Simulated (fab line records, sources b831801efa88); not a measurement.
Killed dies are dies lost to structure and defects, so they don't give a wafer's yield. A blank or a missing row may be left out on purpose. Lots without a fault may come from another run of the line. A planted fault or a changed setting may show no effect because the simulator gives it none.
fab line records | flow gf180mcu
record lots=5 wafers=15 last_day=33
route steps=602 shown POLY_GATE@168 HV_LDD@176
lots that met no fault: from a run of the same line without faults
start_h: hours from the record's first day to the start of the lot's first wafer shown | wait_h: hours since the lot's step before | " the same as in the row above | L1.1+2: a row that stands for several wafers | - no value, or no start given | * or withheld: withheld | < > ~ a bound
route shown NAME@n: a module of which the file shows steps, and the number in the route of the first | usual: mean/standard deviation of fault-free wafers | same: alike in all rows | chamber/n: place in a boat | sites: the reading at each site | _std_site: their standard deviation | _edge_site: outer sites' mean less inner sites' | radius_mm: how far each site lies from the wafer's centre | mask NAME#n: copy n | behind: the tool/chamber that last shaped the wafer | hold: why the lot was held/for how many hours/how that ended | device: the transistor (n, p or np) that didn't switch | end of line: the same wafers' tests at the end of the route | a step without rows: its recipe alone | killed: dies lost to structure and defects at the first sort, not the wafer's yield | map: a wafer's dies, x killed, . not, _ none there
set.NAME: the setting as run; set.NAME@STEP: as run at that earlier step | model.NAME: the simulator's own value behind a step, which no gauge read
lots at some steps of the route; a table a step, a row a wafer
services: from which hour (start_h, from the record's first day; less than 0 if before it) a tool's chamber was out of use, for how many hours, and why
## steps
# step GF_POLY_GATE_OVL_MEAS_11
# usual POLY_GATE_OVL=-2/4.3
# columns lot.wafer tool chamber start_h wait_h POLY_GATE_OVL[nm]
L075.1 overlay-01 - 205.21 0.1 -2
L075.4 " - " " -7
L075.6 " - " " 1
L081.2 overlay-01 - 254.86 0.1 0
L081.3 " - " " -1
L081.4 " - " " -5
L083.2 overlay-02 - 261.96 0.1 -4
L083.4 " - " " 1
L083.5 " - " " -1
L084.3 overlay-02 - 269.87 0.1 -6
L084.5 " - " " -5
L084.6 " - " " -5
L091.1 overlay-01 - 317.78 0.1 -2
L091.5 " - " " 0
L091.6 " - " " -1
# step GF_POLY_GATE_ETCH_12
# recipe chemistry=N2/H2 target_depth_a=withheld overetch_a=withheld time_s=withheld target=BARC ion_energy_ev=200 source_w=500 bias_w=100 pressure_mtorr=30 n2_flow_sccm=100 h2_flow_sccm=200
# usual chamber_pressure_mTorr=30.003/0.03 drypump_motor_current_A=5.7/0.46 oes_product_au=0.735/0.005 throttle_valve_pct=13.214/0.0093
# columns lot.wafer tool chamber start_h wait_h chamber_pressure_mTorr drypump_motor_current_A oes_product_au throttle_valve_pct
L075.1 rie_diel-01 2 205.25 0.0 30.038 5.2 0.739 13.227
L075.4 " 2 " " 30.031 5.2 0.744 13.221
L075.6 " 3 " " 29.965 6.0 0.741 13.215
L081.2 rie_diel-02 3 254.89 0.0 30.012 5.2 0.737 13.216
L081.3 " 2 " " 29.822 5.8 0.728 13.220
L081.4 " 2 " " 30.040 5.8 0.730 13.211
L083.2 rie_diel-04 1 261.99 0.0 30.032 5.9 0.739 13.218
L083.4 " 2 " " 29.977 5.6 0.733 13.216
L083.5 " 3 " " 29.997 6.4 0.730 13.193
L084.3 rie_diel-01 3 269.89 0.0 30.028 6.0 0.739 13.203
L084.5 " 3 " " 30.011 6.0 0.740 13.212
L084.6 " 2 " " 30.037 5.2 0.739 13.233
L091.1 rie_diel-01 0 317.82 0.0 29.988 6.0 0.744 13.218
L091.5 " 0 " " 29.997 6.0 0.742 13.207
L091.6 " 1 " " 29.987 5.6 0.732 13.202
# step GF_POLY_GATE_ETCH_13
# recipe target=poly-Si target_depth_nm=198.5 stop_on=SiO2 over_etch_frac=0.403 chemistry=HBr/Cl2 icp_w=400 bias_w=100 pressure_mtorr=10 HBr_flow_sccm=150 Cl2_flow_sccm=50 time_s=69.6
# usual HBr_flow_sccm=150.0/0.46 chamber_pressure_mTorr=9.999/0.0095 drypump_motor_current_A=5.7/0.41 oes_product_au=0.988/0.0079 throttle_valve_pct=33.683/0.0096
# same over_etch_frac=0.403
# columns lot.wafer tool chamber start_h wait_h HBr_flow_sccm chamber_pressure_mTorr drypump_motor_current_A oes_product_au rf_hours_counter_h throttle_valve_pct
L075.1 rie_si-02 0 205.30 - 149.9 10.001 5.3 1.000 4 33.664
L075.4 " 1 " " 149.9 10.000 5.8 0.992 103 33.683
L075.6 " 1 " " 149.9 10.008 5.8 0.986 - 33.688
L081.2 rie_si-01 2 254.95 - 150.8 10.011 5.8 0.997 62 33.684
L081.3 " 0 " " 149.9 10.010 5.2 0.999 0 33.685
L081.4 " 0 " " 150.3 9.999 5.2 0.997 - 33.689
L083.2 rie_si-02 2 262.05 - 150.5 9.989 6.4 0.983 20 33.678
L083.4 " 1 " " 149.8 9.989 5.7 0.985 104 33.695
L083.5 " 2 " " 150.2 9.981 6.4 0.978 - 33.685
L084.3 rie_si-01 0 269.95 - 150.2 9.990 5.2 1.000 0 33.679
L084.5 " 2 " " 150.2 10.002 5.8 0.986 - 33.678
L084.6 " 3 " " 150.5 10.013 6.1 0.989 - 33.694
L091.1 rie_si-01 1 317.87 - 150.0 9.997 5.3 0.991 68 33.682
L091.5 " 1 " " 149.9 9.996 5.3 0.985 - 33.680
L091.6 " 2 " " 149.7 10.000 5.8 0.985 - 33.670
# step GF_POLY_GATE_STRIP_14
# recipe chemistry=O2/N2 power_w=1400 pressure_mtorr=1500 platen_temp_c=250 o2_flow_sccm=3000 n2_flow_sccm=300 overash_fraction=0.5
# usual chamber_pressure_mTorr=1500.0/1.5 drypump_motor_current_A=6.1/0.39 heater_power_w=312/27 o2_flow_sccm=3001/8.4 oes_product_au=0.505/0.0047 platen_temp_c=250.01/0.17
# columns lot.wafer tool chamber start_h wait_h chamber_pressure_mTorr drypump_motor_current_A heater_power_w o2_flow_sccm oes_product_au platen_temp_c rf_hours_counter_h
L075.1 plasma_asher-02 0 205.35 0.0 1500.7 6.2 283 2998 0.502 249.71 40
L075.4 " 1 " " 1500.7 6.3 314 3007 0.502 250.06 -
L075.6 " 1 " " 1502.2 6.2 308 3001 0.501 250.12 -
L081.2 plasma_asher-02 0 255.00 0.0 1496.9 6.2 281 2997 0.513 249.87 45
L081.3 " 1 " " 1502.2 6.3 310 2988 0.509 249.83 -
L081.4 " 0 " " 1501.0 6.3 289 3000 0.504 249.83 -
L083.2 plasma_asher-02 1 262.10 0.0 1500.0 6.2 312 3005 0.508 249.95 45
L083.4 " 0 " " 1495.7 6.2 288 2986 0.508 249.98 -
L083.5 " 0 " " 1501.3 6.2 286 3004 0.505 249.92 -
L084.3 plasma_asher-03 0 270.03 0.1 1500.2 6.1 357 2988 0.496 249.85 -
L084.5 " 1 " " 1501.1 6.6 312 3013 0.499 250.10 -
L084.6 " 0 " " 1500.3 6.1 353 2999 0.498 250.17 -
L091.1 plasma_asher-02 0 317.92 0.0 1500.1 6.3 287 3010 0.497 250.06 52
L091.5 " 0 " " 1500.5 6.3 286 3012 0.504 249.84 -
L091.6 " 1 " " 1501.2 6.2 313 2988 0.502 249.99 -
# step GF_POLY_GATE_CLEAN_15
# recipe chemistry=SC1/SC2 mix=1:4:20 temp_c=70 time_s=150 dry=n2_spin
# usual temp_c=70.00/0.11
# columns lot.wafer tool chamber start_h wait_h temp_c
L075.1 wet_bench-03 3 205.45 0.1 70.02
L075.4 " 3 " " 70.00
L075.6 " 3 " " 70.02
L081.2 wet_bench-03 1 255.10 0.1 70.10
L081.3 " 1 " " 69.66
L081.4 " 1 " " 69.99
L083.2 wet_bench-04 3 262.20 0.1 69.92
L083.4 " 3 " " 69.98
L083.5 " 3 " " 69.87
L084.3 wet_bench-03 1 270.10 0.0 70.13
L084.5 " 1 " " 69.96
L084.6 " 1 " " 70.10
L091.1 wet_bench-03 1 318.02 0.1 70.06
L091.5 " 1 " " 70.07
L091.6 " 1 " " 70.12
# step GF_POLY_GATE_OXIDATION_16
# recipe temp_c=850 ambient=O2 stabilise_s=600 purge_s=300 target_thk_a=40 ox_time_s=899
# usual ox_temp_c_max=853.3/0.99 spike_tc_upper_C=850.2/1.3 zone_power_upper_pct=14.39/0.15
# columns lot.wafer tool chamber start_h wait_h ox_temp_c_max spike_tc_upper_C zone_power_upper_pct
L075.1 furnace-01 0 211.08 5.6 852.4 851.4 14.15
L075.4 " 0 " " 854.2 851.0 14.43
L075.6 " 0 " " 852.1 851.4 14.49
L081.2 furnace-02 0 256.46 1.3 855.1 849.2 14.49
L081.3 " 0 " " 853.4 851.2 14.37
L081.4 " 0 " " 855.5 850.2 14.39
L083.2 furnace-02 0 262.25 0.0 853.9 848.5 14.35
L083.4 " 0 " " 854.1 849.1 14.33
L083.5 " 0 " " 854.5 848.8 14.32
L084.3 furnace-01 0 270.16 0.0 852.0 850.3 14.31
L084.5 " 0 " " 852.5 851.6 14.19
L084.6 " 0 " " 852.1 849.0 14.48
L091.1 furnace-01 0 318.07 0.0 853.3 849.1 14.36
L091.5 " 0 " " 853.1 849.5 14.36
L091.6 " 0 " " 852.1 849.0 14.52
# step GF_POLY_GATE_THK_MEAS_17
# recipe reads=SiO2_of_POLY_GATE_OXIDATION_16
# usual POLY_GATE_OXIDATION_THK=4.02/0.072
# columns lot.wafer tool chamber start_h wait_h POLY_GATE_OXIDATION_THK[nm]
L075.1 film_metro-04 - 212.33 0.0 4.01
L075.4 " - " " 3.97
L075.6 " - " " 3.99
L081.2 film_metro-04 - 257.72 0.0 3.96
L081.3 " - " " 4.08
L081.4 " - " " 4.02
L083.2 film_metro-01 - 263.51 0.0 4.15
L083.4 " - " " 4.06
L083.5 " - " " 4.09
L084.3 film_metro-04 - 271.43 0.0 4.11
L084.5 " - " " 4.02
L084.6 " - " " 4.06
L091.1 film_metro-02 - 319.32 0.0 4.09
L091.5 " - " " 4.11
L091.6 " - " " 4.10
# step GF_POLY_GATE_CD_MEAS_18
# usual cd_nm=280.4/1.5
# columns lot.wafer tool chamber start_h wait_h cd_nm
L075.1 cd_sem-02 - 212.39 0.1 280.7
L075.4 " - " " 279.0
L075.6 " - " " 278.1
L081.2 cd_sem-02 - 257.80 0.1 281.5
L081.3 " - " " 280.3
L081.4 " - " " 281.2
L083.2 cd_sem-02 - 263.59 0.1 279.0
L083.4 " - " " 277.0
L083.5 " - " " 280.4
L084.3 cd_sem-02 - 271.53 0.1 278.2
L084.5 " - " " 280.5
L084.6 " - " " 280.0
L091.1 cd_sem-01 - 319.38 0.1 280.3
L091.5 " - " " 280.1
L091.6 " - " " 280.6
# step GF_HV_LDD_DEHYDRATE_00
# recipe temp_c=200 time_s=60
# columns lot.wafer tool chamber start_h wait_h
L075.1+4+6 litho_track-01 0 219.87 7.5
L081.2+3+4 litho_track-04 0 267.21 9.4
L083.2+4+5 litho_track-04 0 273.01 9.4
L084.3+5+6 litho_track-04 0 279.93 8.4
L091.1+5+6 litho_track-03 0 329.51 10.1
# step GF_HV_LDD_HMDS_01
# recipe prime_time_s=60 prime_temp_c=120
# columns lot.wafer tool chamber start_h wait_h
L075.1+4+6 litho_track-01 0 220.02 0.1
L081.2+3+4 litho_track-04 0 267.36 0.1
L083.2+4+5 litho_track-04 0 273.16 0.1
L084.3+5+6 litho_track-04 0 280.08 0.1
L091.1+5+6 litho_track-03 0 329.66 0.1
# step GF_HV_LDD_COAT_02
# recipe resist=NOVOLAK spin_rpm=3000 resist_thk_nm=1000
# columns lot.wafer tool chamber start_h wait_h
L075.1+4+6 litho_track-01 0 220.17 0.1
L081.2+3+4 litho_track-04 0 267.51 0.1
L083.2+4+5 litho_track-04 0 273.31 0.1
L084.3+5+6 litho_track-04 0 280.23 0.1
L091.1+5+6 litho_track-03 0 329.81 0.1
# step GF_HV_LDD_SOFTBAKE_03
# recipe temp_c=90 time_s=60 resist=NOVOLAK
# columns lot.wafer tool chamber start_h wait_h
L075.1+4+6 litho_track-01 0 220.32 0.1
L081.2+3+4 litho_track-04 0 267.66 0.1
L083.2+4+5 litho_track-04 0 273.46 0.1
L084.3+5+6 litho_track-04 0 280.38 0.1
L091.1+5+6 litho_track-03 0 329.96 0.1
# step GF_HV_LDD_EXPOSE_04
# recipe mask_id=Nplus_LV_AREA target_cd_nm=400 na=0.6 source_shape=conventional sigma_outer=0.6 dose_mj=140
# same sigma_outer=0.6
# columns lot.wafer tool chamber start_h wait_h mask
L075.1+4+6 iline_stepper-01 0 - - Nplus_LV_AREA#0
L081.2+3+4 iline_stepper-01 0 - - Nplus_LV_AREA#0
L083.2+4+5 iline_stepper-01 0 - - Nplus_LV_AREA#0
L084.3+5+6 iline_stepper-01 0 - - Nplus_LV_AREA#0
L091.1+5+6 iline_stepper-01 0 - - Nplus_LV_AREA#0
# step GF_HV_LDD_PEB_05
# recipe temp_c=withheld time_s=* resist=NOVOLAK
# columns lot.wafer tool chamber start_h wait_h
L075.1+4+6 litho_track-04 0 - -
L081.2+3+4 litho_track-04 0 - -
L083.2+4+5 litho_track-03 0 - -
L084.3+5+6 litho_track-01 0 - -
L091.1+5+6 litho_track-04 0 - -
# step GF_HV_LDD_DEVELOP_06
# recipe develop_time_s=60 dev_temp_c=23
# columns lot.wafer tool chamber start_h wait_h
L075.1+4+6 litho_track-04 0 229.18 0.1
L081.2+3+4 litho_track-04 0 276.31 0.1
L083.2+4+5 litho_track-03 0 281.74 0.1
L084.3+5+6 litho_track-01 0 290.52 0.1
L091.1+5+6 litho_track-04 0 340.38 0.1
# step GF_HV_LDD_CD_MEAS_07
# recipe target_cd_nm=400
# usual cd_nm=399.7/2.1
# columns lot.wafer tool chamber start_h wait_h cd_nm
L075.1 cd_sem-01 - 229.33 0.1 402.2
L075.4 " - " " 401.9
L075.6 " - " " 399.0
L081.2 cd_sem-02 - 276.45 0.1 396.3
L081.3 " - " " 395.8
L081.4 " - " " 395.8
L083.2 cd_sem-01 - 281.88 0.1 402.2
L083.4 " - " " 399.0
L083.5 " - " " 400.9
L084.3 cd_sem-01 - 290.66 0.1 402.1
L084.5 " - " " 401.5
L084.6 " - " " 401.9
L091.1 cd_sem-02 - 340.53 0.1 397.7
L091.5 " - " " 396.5
L091.6 " - " " 398.6
# step GF_HV_LDD_OVL_MEAS_08
# usual HV_LDD_OVL=-0.2/1.3
# columns lot.wafer tool chamber start_h wait_h HV_LDD_OVL[nm]
L075.1 overlay-01 - 229.45 0.1 -1.0
L075.4 " - " " 1.6
L075.6 " - " " 0.9
L081.2 overlay-01 - 276.56 0.1 -2.0
L081.3 " - " " -0.5
L081.4 " - " " -1.1
L083.2 overlay-02 - 281.99 0.1 0.0
L083.4 " - " " -0.5
L083.5 " - " " -1.6
L084.3 overlay-01 - 290.75 0.1 -2.0
L084.5 " - " " -2.4
L084.6 " - " " -3.5
L091.1 overlay-01 - 340.65 0.1 -3.6
L091.5 " - " " -1.6
L091.6 " - " " -1.9
# step GF_HV_LDD_IMPLANT_09
# recipe species=As energy_kev=40 dose_cm2=1e+14 tilt_deg=7
# usual beam_on_s=10.01/0.21 dose_ions_cm2=1e+14/1.1e+11
# columns lot.wafer tool chamber start_h wait_h beam_on_s dose_ions_cm2
L075.1 implanter-02 0 229.49 0.0 10.19 1.0011e+14
L075.4 " 0 " " 10.46 1.0016e+14
L075.6 " 0 " " 9.80 1.0008e+14
L081.2 implanter-01 0 276.61 0.0 9.88 9.976e+13
L081.3 " 0 " " 10.02 9.975e+13
L081.4 " 0 " " 9.92 9.984e+13
L083.2 implanter-04 0 282.04 0.0 10.04 1.0014e+14
L083.4 " 0 " " 10.12 9.997e+13
L083.5 " 0 " " 10.01 1.0016e+14
L084.3 implanter-02 0 290.82 0.1 10.21 9.984e+13
L084.5 " 0 " " 10.15 9.997e+13
L084.6 " 0 " " 10.18 1.0003e+14
L091.1 implanter-01 0 340.69 0.0 9.77 9.995e+13
L091.5 " 0 " " 9.94 9.997e+13
L091.6 " 0 " " 10.10 9.996e+13
# step GF_HV_LDD_STRIP_10
# recipe chemistry=O2/N2 power_w=1400 pressure_mtorr=1500 platen_temp_c=250 o2_flow_sccm=3000 n2_flow_sccm=300 overash_fraction=0.5
# usual chamber_pressure_mTorr=1499.8/1.3 drypump_motor_current_A=5.6/0.42 heater_power_w=319/34 o2_flow_sccm=3000/7.8 oes_product_au=0.716/0.004 platen_temp_c=249.99/0.18 strip_time_to_endpoint_s=12.63/0.038
# columns lot.wafer tool chamber start_h wait_h chamber_pressure_mTorr drypump_motor_current_A heater_power_w o2_flow_sccm oes_product_au platen_temp_c rf_hours_counter_h strip_time_to_endpoint_s
L075.1 plasma_asher-01 1 229.64 0.1 1498.9 5.4 275 3000 0.711 249.96 59 12.63
L075.4 " 1 " " 1502.1 5.4 284 2998 0.719 250.08 - 12.62
L075.6 " 1 " " 1500.3 5.4 289 3011 0.712 250.00 - 12.60
L081.2 plasma_asher-01 0 276.74 0.1 1500.7 5.3 353 2991 0.714 250.37 64 12.63
L081.3 " 1 " " 1500.7 5.5 277 2994 0.713 249.97 - 12.60
L081.4 " 0 " " 1500.1 5.3 345 2991 0.721 249.93 - 12.61
L083.2 plasma_asher-02 1 282.17 0.1 1499.0 6.3 313 3009 0.716 249.89 48 12.58
L083.4 " 0 " " 1501.3 6.2 278 3010 0.711 249.70 - 12.59
L083.5 " 1 " " 1500.1 6.2 307 3016 0.718 249.80 - 12.61
L084.3 plasma_asher-04 0 290.96 0.1 1500.5 5.5 330 3004 0.708 249.87 - 12.59
L084.5 " 1 " " 1498.0 5.2 372 2994 0.721 249.88 - 12.61
L084.6 " 0 " " 1499.8 5.5 335 3003 0.723 249.77 - 12.62
L091.1 plasma_asher-02 0 340.84 0.1 1500.6 6.2 281 3004 0.706 250.17 54 12.67
L091.5 " 1 " " 1500.1 6.2 316 3003 0.717 250.10 - 12.62
L091.6 " 0 " " 1501.3 6.3 281 3004 0.717 250.33 - 12.64
# step GF_HV_LDD_TW_MEAS_11
# usual HV_LDD_TW=2439/30
# columns lot.wafer tool chamber start_h wait_h HV_LDD_TW
L075.1 film_metro-03 - 229.74 0.1 2395
L075.4 " - " " 2382
L075.6 " - " " 2394
L081.2 film_metro-03 - 276.85 0.1 2386
L081.3 " - " " 2384
L081.4 " - " " 2372
L083.2 film_metro-01 - 282.28 0.1 2453
L083.4 " - " " 2432
L083.5 " - " " 2451
L084.3 film_metro-01 - 291.04 0.1 2454
L084.5 " - " " 2447
L084.6 " - " " 2428
L091.1 film_metro-04 - 340.94 0.1 2486
L091.5 " - " " 2481
L091.6 " - " " 2492
# step GF_HV_LDD_DEHYDRATE_12
# recipe temp_c=200 time_s=60
# columns lot.wafer tool chamber start_h wait_h
L075.1+4+6 litho_track-03 0 237.06 7.3
L081.2+3+4 litho_track-03 0 286.24 9.4
L083.2+4+5 litho_track-03 0 292.44 10.1
L084.3+5+6 litho_track-01 0 299.87 8.8
L091.1+5+6 litho_track-04 0 351.28 10.3
# step GF_HV_LDD_HMDS_13
# recipe prime_time_s=60 prime_temp_c=118.9
# columns lot.wafer tool chamber start_h wait_h
L075.1+4+6 litho_track-03 0 237.21 0.1
L081.2+3+4 litho_track-03 0 286.39 0.1
L083.2+4+5 litho_track-03 0 292.59 0.1
L084.3+5+6 litho_track-01 0 300.02 0.1
L091.1+5+6 litho_track-04 0 351.43 0.1
# step GF_HV_LDD_COAT_14
# recipe resist=NOVOLAK spin_rpm=3000 resist_thk_nm=1000
# columns lot.wafer tool chamber start_h wait_h
L075.1+4+6 litho_track-03 0 237.36 0.1
L081.2+3+4 litho_track-03 0 286.54 0.1
L083.2+4+5 litho_track-03 0 292.74 0.1
L084.3+5+6 litho_track-01 0 300.17 0.1
L091.1+5+6 litho_track-04 0 351.58 0.1
# step GF_HV_LDD_SOFTBAKE_15
# recipe temp_c=90 time_s=60 resist=NOVOLAK
# columns lot.wafer tool chamber start_h wait_h
L075.1+4+6 litho_track-03 0 237.51 0.1
L081.2+3+4 litho_track-03 0 286.69 0.1
L083.2+4+5 litho_track-03 0 292.89 0.1
L084.3+5+6 litho_track-01 0 300.32 0.1
L091.1+5+6 litho_track-04 0 351.73 0.1
# step GF_HV_LDD_EXPOSE_16
# recipe mask_id=Pplus_LV_AREA target_cd_nm=400 na=0.6 source_shape=conventional sigma_outer=0.6 dose_mj=140
# same sigma_outer=0.6
# columns lot.wafer tool chamber start_h wait_h mask
L075.1+4+6 iline_stepper-02 0 - - Pplus_LV_AREA#0
L081.2+3+4 iline_stepper-01 0 - - Pplus_LV_AREA#0
L083.2+4+5 iline_stepper-02 0 - - Pplus_LV_AREA#0
L084.3+5+6 iline_stepper-02 0 - - Pplus_LV_AREA#0
L091.1+5+6 iline_stepper-02 0 - - Pplus_LV_AREA#0
# step GF_HV_LDD_PEB_17
# recipe temp_c=withheld time_s=* resist=NOVOLAK
# columns lot.wafer tool chamber start_h wait_h
L075.1+4+6 litho_track-01 0 - -
L081.2+3+4 litho_track-04 0 - -
L083.2+4+5 litho_track-03 0 - -
L084.3+5+6 litho_track-04 0 - -
L091.1+5+6 litho_track-01 0 - -
# step GF_HV_LDD_DEVELOP_18
# recipe develop_time_s=60 dev_temp_c=23
# columns lot.wafer tool chamber start_h wait_h
L075.1+4+6 litho_track-01 0 246.62 0.1
L081.2+3+4 litho_track-04 0 296.01 0.1
L083.2+4+5 litho_track-03 0 302.44 0.1
L084.3+5+6 litho_track-04 0 311.28 0.1
L091.1+5+6 litho_track-01 0 362.81 0.1
# step GF_HV_LDD_CD_MEAS_19
# recipe target_cd_nm=400
# usual cd_nm=399.6/2
# columns lot.wafer tool chamber start_h wait_h cd_nm
L075.1 cd_sem-01 - 246.77 0.1 395.5
L075.4 " - " " 400.8
L075.6 " - " " 396.8
L081.2 cd_sem-01 - 296.15 0.1 400.5
L081.3 " - " " 401.8
L081.4 " - " " 401.7
L083.2 cd_sem-02 - 302.58 0.1 397.1
L083.4 " - " " 397.7
L083.5 " - " " 398.8
L084.3 cd_sem-02 - 311.42 0.1 399.6
L084.5 " - " " 398.5
L084.6 " - " " 397.6
L091.1 cd_sem-02 - 362.96 0.1 399.6
L091.5 " - " " 395.9
L091.6 " - " " 398.6
# step GF_HV_LDD_OVL_MEAS_20
# usual HV_LDD_01_OVL=-0.1/1.2
# columns lot.wafer tool chamber start_h wait_h HV_LDD_01_OVL[nm]
L075.1 overlay-02 - 246.89 0.1 0.9
L075.4 " - " " 0.3
L075.6 " - " " 1.6
L081.2 overlay-02 - 296.26 0.1 0.2
L081.3 " - " " -0.5
L081.4 " - " " 0.0
L083.2 overlay-01 - 302.69 0.1 -0.5
L083.4 " - " " 0.1
L083.5 " - " " -1.7
L084.3 overlay-02 - 311.51 0.1 -0.8
L084.5 " - " " 0.6
L084.6 " - " " 0.8
L091.1 overlay-01 - 363.08 0.1 -0.6
L091.5 " - " " -1.7
L091.6 " - " " 1.3
# step GF_HV_LDD_IMPLANT_21
# recipe species=BF2 energy_kev=25 dose_cm2=5e+13 tilt_deg=7
# usual beam_on_s=9.99/0.19 dose_ions_cm2=5.001e+13/6.1e+10
# columns lot.wafer tool chamber start_h wait_h beam_on_s dose_ions_cm2
L075.1 implanter-02 0 246.92 0.0 10.05 4.991e+13
L075.4 " 0 " " 10.27 5.004e+13
L075.6 " 0 " " 9.54 5.005e+13
L081.2 implanter-04 0 296.31 0.0 10.17 5.003e+13
L081.3 " 0 " " 9.71 5.001e+13
L081.4 " 0 " " 10.00 5.004e+13
L083.2 implanter-02 0 302.74 0.0 9.95 5.002e+13
L083.4 " 0 " " 10.24 5.007e+13
L083.5 " 0 " " 10.19 5.003e+13
L084.3 implanter-04 0 311.59 0.1 9.95 4.998e+13
L084.5 " 0 " " 9.67 5.004e+13
L084.6 " 0 " " 9.76 4.997e+13
L091.1 implanter-04 0 363.12 0.0 10.23 5e+13
L091.5 " 0 " " 9.81 4.997e+13
L091.6 " 0 " " 9.77 4.992e+13
# step GF_HV_LDD_STRIP_22
# recipe chemistry=O2/N2 power_w=1400 pressure_mtorr=1500 platen_temp_c=250 o2_flow_sccm=3000 n2_flow_sccm=300 overash_fraction=0.5
# usual chamber_pressure_mTorr=1499.9/1.4 drypump_motor_current_A=5.7/0.44 heater_power_w=322/33 o2_flow_sccm=3000/8.9 oes_product_au=0.716/0.0043 platen_temp_c=250.00/0.18 strip_time_to_endpoint_s=12.64/0.034
# columns lot.wafer tool chamber start_h wait_h chamber_pressure_mTorr drypump_motor_current_A heater_power_w o2_flow_sccm oes_product_au platen_temp_c rf_hours_counter_h strip_time_to_endpoint_s
L075.1 plasma_asher-02 0 247.07 0.1 1500.9 6.2 280 3010 0.719 249.87 44 12.63
L075.4 " 1 " " 1498.9 6.3 312 2989 0.715 250.27 - 12.63
L075.6 " 1 " " 1497.4 6.3 301 2982 0.713 249.93 - 12.62
L081.2 plasma_asher-02 0 296.44 0.1 1501.5 6.2 283 3002 0.717 249.99 49 12.67
L081.3 " 0 " " 1499.9 6.2 287 2993 0.715 249.94 - 12.66
L081.4 " 1 " " 1497.8 6.3 307 2996 0.716 249.90 - 12.66
L083.2 plasma_asher-04 0 302.87 0.1 1499.2 5.5 328 2999 0.709 250.21 69 12.64
L083.4 " 1 " " 1500.9 5.2 365 2996 0.720 249.91 - 12.69
L083.5 " 1 " " 1498.1 5.3 376 2985 0.714 249.81 - 12.62
L084.3 plasma_asher-04 0 311.72 0.1 1498.5 5.5 324 2990 0.711 249.56 - 12.61
L084.5 " 1 " " 1499.9 5.2 381 3004 0.721 250.07 - 12.63
L084.6 " 0 " " 1500.3 5.5 329 2999 0.720 249.79 - 12.61
L091.1 plasma_asher-04 1 363.27 0.1 1499.8 5.2 381 2999 0.715 250.14 75 12.63
L091.5 " 1 " " 1499.5 5.2 380 2990 0.712 249.99 - 12.62
L091.6 " 0 " " 1499.5 5.5 329 3000 0.711 250.15 - 12.64
# step GF_HV_LDD_TW_MEAS_23
# usual HV_LDD_2_TW=1065/14
# columns lot.wafer tool chamber start_h wait_h HV_LDD_2_TW
L075.1 film_metro-03 - 247.17 0.1 1051
L075.4 " - " " 1051
L075.6 " - " " 1050
L081.2 film_metro-01 - 296.55 0.1 1059
L081.3 " - " " 1069
L081.4 " - " " 1068
L083.2 film_metro-01 - 302.98 0.1 1067
L083.4 " - " " 1068
L083.5 " - " " 1071
L084.3 film_metro-03 - 311.81 0.1 1052
L084.5 " - " " 1049
L084.6 " - " " 1048
L091.1 film_metro-01 - 363.37 0.1 1059
L091.5 " - " " 1069
L091.6 " - " " 1062
# step GF_HV_LDD_DEHYDRATE_24
# recipe temp_c=200 time_s=60
# columns lot.wafer tool chamber start_h wait_h
L075.1+4+6 litho_track-01 0 255.47 8.3
L081.2+3+4 litho_track-01 0 306.24 9.7
L083.2+4+5 litho_track-01 0 313.09 10.1
L084.3+5+6 litho_track-01 0 320.67 8.8
L091.1+5+6 litho_track-03 0 373.56 10.2
# step GF_HV_LDD_HMDS_25
# recipe prime_time_s=60 prime_temp_c=120
# columns lot.wafer tool chamber start_h wait_h
L075.1+4+6 litho_track-01 0 255.62 0.1
L081.2+3+4 litho_track-01 0 306.39 0.1
L083.2+4+5 litho_track-01 0 313.24 0.1
L084.3+5+6 litho_track-01 0 320.82 0.1
L091.1+5+6 litho_track-03 0 373.71 0.1
# step GF_HV_LDD_COAT_26
# recipe resist=NOVOLAK spin_rpm=3000 resist_thk_nm=1000
# columns lot.wafer tool chamber start_h wait_h
L075.1+4+6 litho_track-01 0 255.77 0.1
L081.2+3+4 litho_track-01 0 306.54 0.1
L083.2+4+5 litho_track-01 0 313.39 0.1
L084.3+5+6 litho_track-01 0 320.97 0.1
L091.1+5+6 litho_track-03 0 373.86 0.1
# step GF_HV_LDD_SOFTBAKE_27
# recipe temp_c=90 time_s=60 resist=NOVOLAK
# columns lot.wafer tool chamber start_h wait_h
L075.1+4+6 litho_track-01 0 255.92 0.1
L081.2+3+4 litho_track-01 0 306.69 0.1
L083.2+4+5 litho_track-01 0 313.54 0.1
L084.3+5+6 litho_track-01 0 321.12 0.1
L091.1+5+6 litho_track-03 0 374.01 0.1
# step GF_HV_LDD_EXPOSE_28
# recipe mask_id=Nplus_HV_AREA target_cd_nm=400 na=0.6 source_shape=conventional sigma_outer=0.6 dose_mj=137.6
# same sigma_outer=0.6
# columns lot.wafer tool chamber start_h wait_h mask
L075.1+4+6 iline_stepper-01 0 - - Nplus_HV_AREA#0
L081.2+3+4 iline_stepper-01 0 - - Nplus_HV_AREA#0
L083.2+4+5 iline_stepper-01 0 - - Nplus_HV_AREA#0
L084.3+5+6 iline_stepper-02 0 - - Nplus_HV_AREA#0
L091.1+5+6 iline_stepper-02 0 - - Nplus_HV_AREA#0
# step GF_HV_LDD_PEB_29
# recipe temp_c=withheld time_s=* resist=NOVOLAK
# columns lot.wafer tool chamber start_h wait_h
L075.1+4+6 litho_track-01 0 - -
L081.2+3+4 litho_track-01 0 - -
L083.2+4+5 litho_track-01 0 - -
L084.3+5+6 litho_track-01 0 - -
L091.1+5+6 litho_track-04 0 - -
# step GF_HV_LDD_DEVELOP_30
# recipe develop_time_s=60 dev_temp_c=23
# columns lot.wafer tool chamber start_h wait_h
L075.1+4+6 litho_track-01 0 265.12 0.1
L081.2+3+4 litho_track-01 0 316.54 0.1
L083.2+4+5 litho_track-01 0 322.69 0.1
L084.3+5+6 litho_track-01 0 332.02 0.1
L091.1+5+6 litho_track-04 0 385.28 0.1
## services
# columns tool chamber start_h hours kind
furnace-02 - 182.01 38.8 pm
implanter-01 - 187.67 3.9 repair
plasma_asher-01 - 201.25 0.8 repair
rie_si-01 - 204.34 2.2 repair
iline_stepper-01 - 205.97 1.7 pm
iline_stepper-02 - 207.59 14.8 repair
rie_diel-01 1 212.13 3.9 repair
furnace-02 - 220.84 4.5 pm
furnace-02 - 225.37 3.5 pm
plasma_asher-01 - 266.50 6.8 repair
iline_stepper-02 - 266.74 10.3 repair
implanter-04 - 274.22 6.2 repair
furnace-01 - 281.51 5.5 pm
iline_stepper-02 - 285.32 1.7 pm
rie_si-01 3 288.40 3.0 repair
iline_stepper-01 - 292.59 2.1 pm
rie_si-01 1 295.11 14.4 repair
implanter-01 - 300.27 3.3 pm
iline_stepper-02 - 311.34 4.4 pm
implanter-02 - 323.18 0.5 repair
rie_diel-01 2 329.79 2.8 repair
plasma_asher-01 - 333.66 14.6 pm
implanter-04 - 349.27 3.3 repair
plasma_asher-02 - 352.41 0.7 repair
## key
fault none
